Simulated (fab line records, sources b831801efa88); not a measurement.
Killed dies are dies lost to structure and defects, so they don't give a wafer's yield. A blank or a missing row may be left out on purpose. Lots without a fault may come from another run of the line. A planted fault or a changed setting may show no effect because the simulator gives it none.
Which tool did it? | flow gf180mcu | 13 lots, 39 wafers sampled, at 5 steps of a route of 602

WHAT THE GAUGES READ, wafer by wafer
GF_STI_CD_MEAS_12: target cd 220 nm. Usual: cd_nm 220.1 nm, standard deviation 1.4.
lot  | measured    | on        | cd_nm (nm)        | flag
L187 | day 2 08:36 | cd_sem-01 | 220.5 220.5 220.2 |
L188 | day 2 12:25 | cd_sem-01 | 219.3 220.0 220.9 |
L189 | day 2 18:33 | cd_sem-02 | 219.4 220.8 219.9 |
L191 | day 3 03:29 | cd_sem-01 | 220.5 220.7 221.9 |
L192 | day 3 09:19 | cd_sem-01 | 219.2 220.4 220.3 |
L193 | day 3 14:56 | cd_sem-02 | 220.8 220.2 220.2 |
L194 | day 3 18:17 | cd_sem-02 | 219.6 219.3 218.0 |
L195 | day 3 23:29 | cd_sem-01 | 219.0 219.2 219.6 |
L197 | day 4 10:43 | cd_sem-02 | 188.3 189.3 188.9 | OFF
L199 | day 4 20:50 | cd_sem-01 | 188.4 188.6 188.3 | OFF
L200 | day 5 03:17 | cd_sem-01 | 220.6 219.6 220.1 |
L201 | day 5 08:20 | cd_sem-01 | 196.0 196.4 196.7 | OFF
L206 | day 6 08:32 | cd_sem-02 | 220.1 219.9 218.7 |

GF_POLY_GATE_CD_MEAS_10: target cd 280 nm. Usual: cd_nm 279.8 nm, standard deviation 1.2.
lot  | measured     | on        | cd_nm (nm)        | flag
L187 | day 9 17:44  | cd_sem-02 | 278.7 278.6 279.0 |
L188 | day 10 02:34 | cd_sem-01 | 282.5 281.7 281.4 |
L189 | day 10 13:14 | cd_sem-01 | 279.5 279.9 280.1 |
L191 | day 10 19:47 | cd_sem-02 | 279.6 280.0 280.0 |
L192 | day 11 08:37 | cd_sem-01 | 281.6 280.2 281.1 |
L193 | day 11 10:44 | cd_sem-01 | 278.6 279.7 279.4 |
L194 | day 11 18:50 | cd_sem-01 | 280.9 279.1 280.1 |
L195 | day 11 22:05 | cd_sem-01 | 281.0 279.9 280.4 |
L197 | day 12 17:46 | cd_sem-02 | 279.2 279.5 280.3 |
L199 | day 13 08:14 | cd_sem-01 | 280.5 278.9 279.9 |
L200 | day 13 16:41 | cd_sem-01 | 280.4 280.1 279.3 |
L201 | day 13 19:59 | cd_sem-02 | 280.3 279.8 279.8 |
L206 | day 15 06:50 | cd_sem-02 | 279.9 278.8 278.1 |

GF_NSD_OVL_MEAS_08. Usual: NSD_OVL -0.2 nm, standard deviation 1.4.
lot  | measured     | on         | NSD_OVL (nm)   | flag
L187 | day 13 23:45 | overlay-01 | -2.0 -2.7 -1.2 |
L188 | day 14 09:48 | overlay-02 | 1.2 -0.1 -0.1  |
L189 | day 14 21:16 | overlay-02 | -1.2 -4.1 -2.3 |
L191 | day 15 05:25 | overlay-01 | 2.3 0.7 1.1    |
L192 | day 16 03:29 | overlay-02 | -0.2 2.4 -1.6  |
L193 | day 16 03:07 | overlay-02 | 0.1 -0.2 0.0   |
L194 | day 16 09:32 | overlay-01 | 1.0 -0.9 -0.1  |
L195 | day 16 13:34 | overlay-02 | -2.2 0.8 -1.1  |
L197 | day 17 13:43 | overlay-02 | 1.1 0.3 -0.5   |
L199 | day 18 06:41 | overlay-01 | -1.6 -1.1 -1.9 |
L200 | day 18 13:56 | overlay-02 | -1.4 -1.3 -1.6 |
L201 | day 18 19:50 | overlay-02 | 2.2 2.5 0.3    |
L206 | day 20 11:31 | overlay-02 | -0.3 0.2 1.5   |

WHICH TOOL RAN EACH LOT (tool, then ch and the chambers of the sampled wafers, then the start)
lot  | GF_STI_SOFTBAKE_08               | GF_POLY_GATE_ETCH_13
L187 | litho_track-03 ch 0, day 2 02:51 | rie_si-01 ch 1,2,3, day 9 17:57
L188 | litho_track-04 ch 0, day 2 06:01 | rie_si-02 ch 2,3, day 10 02:45
L189 | litho_track-01 ch 0, day 2 12:00 | rie_si-01 ch 0,2,3, day 10 13:27
L191 | litho_track-04 ch 0, day 2 21:26 | rie_si-02 ch 1,3, day 10 19:59
L192 | litho_track-03 ch 0, day 3 02:28 | rie_si-02 ch 1,2,3, day 11 08:48
L193 | litho_track-04 ch 0, day 3 08:20 | rie_si-01 ch 0,1,3, day 11 10:56
L194 | litho_track-04 ch 0, day 3 12:08 | rie_si-02 ch 1,2,3, day 11 19:03
L195 | litho_track-03 ch 0, day 3 16:44 | rie_si-01 ch 1,3, day 11 22:18
L197 | litho_track-03 ch 0, day 4 03:22 | rie_si-01 ch 0,1,2, day 12 17:57
L199 | litho_track-03 ch 0, day 4 13:50 | rie_si-02 ch 0,1,2, day 13 08:26
L200 | litho_track-04 ch 0, day 4 20:11 | rie_si-01 ch 0,1,2, day 13 16:53
L201 | litho_track-03 ch 0, day 5 01:11 | rie_si-02 ch 0,2,3, day 13 20:12
L206 | litho_track-01 ch 0, day 6 01:05 | rie_si-02 ch 0,1, day 15 07:03
- GF_STI_SOFTBAKE_08: time 61.87 s.
- GF_POLY_GATE_ETCH_13: etches poly-Si in HBr/Cl2, stops on SiO2, target depth 198.5 nm, time 69.6 s.

WHAT THE TOOLS THEMSELVES READ (means of the sampled wafers that have a number; where no wafer has one, the mark that the record gives instead)
GF_STI_SOFTBAKE_08. Usual: heater_power_total_W 92.87 W, standard deviation 0.064; plate_sensor_t_centre_C 131.02 C, standard deviation 0.01; plate_sensor_t_edge_C 131.21 C, standard deviation 0.01.
lot  | tool           | heater_power_total_W (W) | plate_sensor_t_centre_C (C) | plate_sensor_t_edge_C (C) | flag
L187 | litho_track-03 | 92.88                    | 131.01                      | 131.21                    |
L188 | litho_track-04 | 92.84                    | 131.02                      | 131.21                    |
L189 | litho_track-01 | 92.89                    | 131.02                      | 131.21                    |
L191 | litho_track-04 | 92.82                    | 131.02                      | 131.20                    |
L192 | litho_track-03 | 92.84                    | 131.02                      | 131.20                    |
L193 | litho_track-04 | 92.93                    | 131.02                      | 131.20                    |
L194 | litho_track-04 | 92.95                    | 131.02                      | 131.21                    |
L195 | litho_track-03 | 92.92                    | 131.02                      | 131.21                    |
L197 | litho_track-03 | 101.15                   | 139.89                      | 140.12                    | OFF
L199 | litho_track-03 | 101.22                   | 139.88                      | 140.12                    | OFF
L200 | litho_track-04 | 92.95                    | 131.02                      | 131.21                    |
L201 | litho_track-03 | 101.10                   | 139.89                      | 140.12                    | OFF
L206 | litho_track-01 | 92.87                    | 131.02                      | 131.21                    |

GF_POLY_GATE_ETCH_13. Usual: HBr_flow_sccm 150.0 sccm, standard deviation 0.47; drypump_motor_current_A 5.9 A, standard deviation 0.32; oes_product_au 0.989 a.u., standard deviation 0.0067; throttle_valve_pct 33.684 %, standard deviation 0.0099.
lot  | tool      | HBr_flow_sccm (sccm) | drypump_motor_current_A (A) | oes_product_au (a.u.) | throttle_valve_pct (%) | flag
L187 | rie_si-01 | 149.6                | 5.7                         | 0.993                 | 33.683                 |
L188 | rie_si-02 | 149.7                | 5.7                         | 0.979                 | 33.684                 |
L189 | rie_si-01 | 149.9                | 6.0                         | 0.988                 | 33.701                 |
L191 | rie_si-02 | 149.8                | 6.0                         | 0.986                 | 33.682                 |
L192 | rie_si-02 | 150.2                | 5.9                         | 0.987                 | 33.687                 |
L193 | rie_si-01 | 150.0                | 5.6                         | 0.995                 | 33.679                 |
L194 | rie_si-02 | 150.2                | 5.9                         | 0.999                 | 33.689                 |
L195 | rie_si-01 | 150.3                | 5.5                         | 0.995                 | 33.685                 |
L197 | rie_si-01 | 150.2                | 5.8                         | 0.988                 | 33.684                 |
L199 | rie_si-02 | 149.8                | 5.9                         | 0.988                 | 33.680                 |
L200 | rie_si-01 | 150.0                | 5.8                         | 0.988                 | 33.675                 |
L201 | rie_si-02 | 149.8                | 5.8                         | 0.988                 | 33.681                 |
L206 | rie_si-02 | 150.2                | 6.1                         | 0.986                 | 33.679                 |

THE ANSWER, worked out from the rows above alone
Rule: a lot is off if the mean of its wafers that have a number lies more than 3 standard deviations from the usual mean. A lot without any number at a reading at which 4 lots or more have one is off too. The other lots that the step has rows for count as sound. The gauges are gone through in route order, then the tools' own readings, and for those a lot's mean is taken as printed above. The first step at which some lot is off is used, and at that step the reading that is off furthest; a lot without a number counts as furthest.
Off: L197, L199, L201, at GF_STI_CD_MEAS_12 (cd_nm).
A tool fits if, at a process step before that reading, it ran every lot that is off, and no sound lot after the first of them. The gauges at GF_STI_CD_MEAS_12 aren't tried: what is off there is off at GF_STI_SOFTBAKE_08 too, on other tools, and a gauge's error can't cause that. One fits: litho_track-03 at GF_STI_SOFTBAKE_08. Its last sound lot is L195 (day 3 16:44), its first lot that is off L197 (day 4 03:22): a fault that began between those two fits.
The tool's own readings at GF_STI_SOFTBAKE_08 bear it out: on the lots that are off they differ by more than 5 times the standard deviation of the sound lots' means. heater_power_total_W reads 101.16 W there against 92.89 W on the sound lots; plate_sensor_t_centre_C reads 139.89 C there against 131.02 C on the sound lots; plate_sensor_t_edge_C reads 140.12 C there against 131.21 C on the sound lots.

WHAT THE SIMULATOR HAD PUT IN
Process parameter drift: litho_track-03, from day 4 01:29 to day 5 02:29, at GF_STI_SOFTBAKE_08. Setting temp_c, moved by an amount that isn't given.
Lots struck among those shown: L197, L199, L201. The rule above found the same.
